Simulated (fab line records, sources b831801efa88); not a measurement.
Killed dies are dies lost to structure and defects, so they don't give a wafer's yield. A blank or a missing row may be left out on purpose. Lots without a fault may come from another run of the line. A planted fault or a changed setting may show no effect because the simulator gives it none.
Which tool did it? | flow gf180mcu | 13 lots, 39 wafers sampled, at 6 steps of a route of 602

WHAT THE GAUGES READ, wafer by wafer
GF_VT_IMPLANT_OVL_MEAS_40.
lot  | measured     | on         | VT_IMPLANT_03_OVL (nm)
L242 | day 7 23:35  | overlay-02 | 0.0 -1.8 -0.7
L248 | day 9 19:17  | overlay-02 | -0.3 -1.2 -0.7
L249 | day 10 01:50 | overlay-01 | 0.0 -2.4 0.0
L250 | day 10 07:11 | overlay-01 | - - -
L252 | day 10 21:13 | overlay-01 | 0.5 0.4 -0.6
L253 | day 11 06:28 | overlay-02 | -0.2 -0.7 0.5
L255 | day 11 19:02 | overlay-02 | 0.9 -1.2 0.0
L256 | day 12 00:23 | overlay-02 | 0.0 -0.1 0.4
L257 | day 12 07:41 | overlay-02 | 1.3 0.2 0.2
L258 | day 12 13:02 | overlay-02 | -0.2 0.7 1.9
L260 | day 13 04:03 | overlay-02 | -0.9 0.0 0.8
L262 | day 13 15:32 | overlay-01 | 1.1 0.8 0.1
L263 | day 13 23:24 | overlay-02 | -0.1 -1.1 0.3

GF_VT_IMPLANT_TW_MEAS_43.
lot  | measured     | on            | VT_IMPLANT_4_TW
L242 | day 7 23:52  | film_metro-03 | 687 684 685
L248 | day 9 19:34  | film_metro-01 | 685 686 683
L249 | day 10 02:07 | film_metro-03 | 685 685 687
L250 | day 10 07:29 | film_metro-02 | 30 30 30
L252 | day 10 21:30 | film_metro-03 | 682 680 684
L253 | day 11 06:45 | film_metro-01 | 690 687 692
L255 | day 11 19:19 | film_metro-03 | 678 677 684
L256 | day 12 00:41 | film_metro-03 | 683 686 684
L257 | day 12 07:59 | film_metro-03 | 686 682 683
L258 | day 12 13:19 | film_metro-02 | 688 696 688
L260 | day 13 04:20 | film_metro-03 | 687 685 684
L262 | day 13 15:49 | film_metro-01 | 688 692 689
L263 | day 13 23:42 | film_metro-02 | 690 688 688

GF_DUAL_GATE_OVL_MEAS_11.
lot  | measured     | on         | DUAL_GATE_OVL (nm)
L242 | day 8 19:29  | overlay-02 | -1.0 0.4 0.1
L248 | day 10 15:38 | overlay-01 | 0.3 -0.1 -1.3
L249 | day 10 22:33 | overlay-02 | 1.3 3.5 0.4
L252 | day 11 18:25 | overlay-01 | -0.5 -1.0 0.1
L253 | day 12 04:26 | overlay-01 | -2.6 -1.9 -2.2
L255 | day 12 17:11 | overlay-02 | 1.4 2.2 0.2
L256 | day 12 23:14 | overlay-02 | -0.5 0.0 -0.1
L257 | day 13 06:22 | overlay-02 | 1.1 0.9 1.8
L258 | day 13 11:46 | overlay-01 | -1.1 -0.1 -1.0
L260 | day 14 02:54 | overlay-02 | -0.1 0.1 -1.5
L262 | day 14 14:29 | overlay-01 | -0.5 -0.8 0.0
L263 | day 14 23:03 | overlay-01 | -0.4 -1.1 0.5

GF_POLY_GATE_CD_MEAS_10: target cd 280 nm.
lot  | measured     | on        | cd_nm (nm)
L242 | day 9 15:17  | cd_sem-01 | 279.9 279.3 276.9
L248 | day 11 13:04 | cd_sem-01 | 281.2 281.4 281.8
L249 | day 11 21:53 | cd_sem-02 | 278.9 279.8 279.9
L252 | day 12 16:48 | cd_sem-02 | 280.7 280.6 280.5
L253 | day 13 03:16 | cd_sem-02 | 281.2 279.8 280.1
L255 | day 13 18:17 | cd_sem-02 | 279.2 280.0 281.7
L256 | day 13 23:25 | cd_sem-01 | 279.0 280.1 279.8
L257 | day 14 05:20 | cd_sem-01 | 281.5 280.9 281.5
L258 | day 14 11:56 | cd_sem-01 | 281.0 280.2 280.7
L260 | day 15 02:31 | cd_sem-01 | 280.4 279.6 280.8
L262 | day 15 16:01 | cd_sem-02 | 282.3 283.0 282.3
L263 | day 16 00:07 | cd_sem-01 | 280.6 279.1 279.5

GF_POLY_GATE_CD_MEAS_18.
lot  | measured     | on        | cd_nm (nm)
L242 | day 9 17:01  | cd_sem-02 | 279.6 279.6 276.7
L248 | day 11 15:15 | cd_sem-01 | 281.6 281.1 282.9
L249 | day 11 23:37 | cd_sem-02 | 278.6 278.9 279.4
L252 | day 12 19:17 | cd_sem-02 | 281.3 281.3 281.0
L253 | day 13 04:59 | cd_sem-02 | 281.8 280.2 278.8
L255 | day 13 21:11 | cd_sem-01 | 280.0 280.9 282.0
L256 | day 14 01:08 | cd_sem-02 | 280.1 282.2 279.8
L257 | day 14 07:07 | cd_sem-01 | 280.5 281.8 281.1
L258 | day 14 13:40 | cd_sem-02 | 281.7 281.0 280.7
L260 | day 15 04:14 | cd_sem-01 | 278.9 279.6 280.5
L262 | day 15 17:44 | cd_sem-02 | 283.4 283.8 282.3
L263 | day 16 02:55 | cd_sem-01 | 281.4 280.5 280.5

WHICH TOOL RAN EACH LOT (tool, then ch and the chambers of the sampled wafers, then the start)
lot  | GF_VT_IMPLANT_EXPOSE_37
L242 | iline_stepper-02 ch 0, day 7 16:11
L248 | iline_stepper-02 ch 0, day 9 10:52
L249 | iline_stepper-01 ch 0, day 9 17:15
L250 | iline_stepper-02 ch 0, day 9 23:07
L252 | iline_stepper-01 ch 0, day 10 11:45
L253 | iline_stepper-02 ch 0, day 10 22:05
L255 | iline_stepper-02 ch 0, day 11 09:41
L256 | iline_stepper-02 ch 0, day 11 15:28
L257 | iline_stepper-02 ch 0, day 11 21:58
L258 | iline_stepper-01 ch 0, day 12 03:11
L260 | iline_stepper-02 ch 0, day 12 18:18
L262 | iline_stepper-02 ch 0, day 13 05:58
L263 | iline_stepper-01 ch 0, day 13 13:40
- GF_VT_IMPLANT_EXPOSE_37: exposes mask Nwell HV AREA, target cd 860 nm.

WHAT THE TOOLS THEMSELVES READ (means of the sampled wafers that have a number; where no wafer has one, the mark that the record gives instead)
GF_VT_IMPLANT_EXPOSE_37.
lot  | tool             | stage_vel_mm_s (mm/s)
L242 | iline_stepper-02 | 500.00
L248 | iline_stepper-02 | 499.94
L249 | iline_stepper-01 | 500.10
L250 | iline_stepper-02 | 499.92
L252 | iline_stepper-01 | 500.03
L253 | iline_stepper-02 | 499.87
L255 | iline_stepper-02 | 500.23
L256 | iline_stepper-02 | 500.22
L257 | iline_stepper-02 | 500.44
L258 | iline_stepper-01 | 500.17
L260 | iline_stepper-02 | 499.98
L262 | iline_stepper-02 | 500.16
L263 | iline_stepper-01 | 499.99

THE ANSWER, worked out from the rows above alone
Rule: what is usual is taken from the lots themselves. Put in order of their means at a reading, lots are off if they are a third of the lots or fewer, leave a main group of 4 or more, and stand apart from it by a gap of 3 or more times the standard deviation of the main group's means; of several such gaps the widest counts. A main group whose means are all the same, to the digits that the tables above print for the reading, isn't used. A lot without any number at a reading at which 4 lots or more have one is off too. The other lots that the step has rows for count as sound. The gauges are gone through in route order, then the tools' own readings, and for those a lot's mean is taken as printed above. The first step at which some lot is off is used, and at that step the reading that is off furthest; a lot without a number counts as furthest.
Off: L250, at GF_VT_IMPLANT_OVL_MEAS_40 (VT_IMPLANT_03_OVL). Without a number there: L250. The main group: mean -0.1 nm, standard deviation 0.53.
A tool fits if, at a process step before that reading, it ran every lot that is off, and no sound lot after the first of them. The gauges at GF_VT_IMPLANT_OVL_MEAS_40 aren't tried: what is off there is off at GF_VT_IMPLANT_TW_MEAS_43 too, on other tools, and a gauge's error can't cause that. None of those tried fits.

WHAT THE SIMULATOR HAD PUT IN
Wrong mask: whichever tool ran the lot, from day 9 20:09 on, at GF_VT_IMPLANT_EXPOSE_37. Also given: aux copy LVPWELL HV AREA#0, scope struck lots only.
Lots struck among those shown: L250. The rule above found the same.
